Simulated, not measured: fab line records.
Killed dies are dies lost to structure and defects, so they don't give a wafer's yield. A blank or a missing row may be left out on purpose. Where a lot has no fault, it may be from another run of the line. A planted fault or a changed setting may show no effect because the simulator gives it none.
Which tool did it? ; flow sky130 ; 6 lots with 18 wafers sampled at 4 steps, on a route of 708 steps

## WHAT EACH GAUGE READ, for each wafer
SKY_VT_ADJUST_NCORE_CD_MEAS_07 targets a cd of 380 nm.
lot;measured;on;cd-nm (nm)
L426;day 9 12:57;cd-sem-02;379.3 378.3 380.1
L431;day 11 04:58;cd-sem-01;375.1 377.5 376.9
L436;day 12 15:27;cd-sem-01;378.2 380.2 381.1
L439;day 14 07:28;cd-sem-02;380.7 380.1 380.9
L442;day 14 18:02;cd-sem-02;380.1 379.9 382.2
L445;day 15 13:26;cd-sem-01;380.4 380.9 382.9

## TOOL THAT RAN EACH LOT (tool first, then ch and the chambers of the sampled wafers, then the start)
lot;SKY_FIELD_ISO_ETCH_17;SKY_VT_ADJUST_LVTN_COAT_13;SKY_VT_ADJUST_LVTN_STRIP_20
L426;rie-si-01 ch 1,2, day 3 01:08;litho-track-03 ch 0, day 8 05:06;plasma-asher-04 ch 0,1, day 8 15:31
L431;rie-si-02 ch 1,2,3, day 4 03:07;litho-track-04 ch 0, day 9 19:17;plasma-asher-02 ch 0,1, day 10 06:29
L436;rie-si-02 ch 0,2,3, day 5 06:11;litho-track-01 ch 0, day 11 03:43;plasma-asher-02 ch 0,1, day 11 15:26
L439;rie-si-02 ch 0,2,3, day 5 23:35;litho-track-03 ch 0, day 12 16:21;plasma-asher-04 ch 0,1, day 13 05:14
L442;rie-si-02 ch 0,2, day 6 14:35;litho-track-04 ch 0, day 13 02:38;plasma-asher-02 ch 0,1, day 13 15:41
L445;rie-si-01 ch 0,1,2, day 7 11:05;litho-track-04 ch 0, day 13 21:14;plasma-asher-04 ch 0,1, day 14 10:17
- SKY_FIELD_ISO_ETCH_17: etches Si in HBr/Cl2/O2, target depth 342 nm, time 97.7 s.
- SKY_VT_ADJUST_LVTN_COAT_13: resist thk 1140 nm.
- SKY_VT_ADJUST_LVTN_STRIP_20: strips in O2/N2.

## THE ANSWER, worked out from the rows above alone
Rule: usual is defined by the lots themselves. The widest of any qualifying gaps counts: lots, ordered by their means at a reading, are off when they make up no more than a third of the lots, leave a main group of 4 or more, and stand apart from it by 3 or more times the standard deviation of that group's means. If all means in a main group match to the digits the tables above print for the reading, that group is not used. A lot without any number at a reading at which 4 lots or more have one is off too. Where the step has rows for the other lots, those lots are counted as sound.
Off: L431 (SKY_VT_ADJUST_NCORE_CD_MEAS_07, cd-nm). Mean 380.4 nm and standard deviation 0.75 in the main group.
If a tool, at a process step before that reading, ran all the lots that are off and no sound lot after the first of them, it fits. Those tools and the gauges at SKY_VT_ADJUST_NCORE_CD_MEAS_07 are tried in the same way. Of those tried, none fits.

## WHAT THE SIMULATOR PUT IN
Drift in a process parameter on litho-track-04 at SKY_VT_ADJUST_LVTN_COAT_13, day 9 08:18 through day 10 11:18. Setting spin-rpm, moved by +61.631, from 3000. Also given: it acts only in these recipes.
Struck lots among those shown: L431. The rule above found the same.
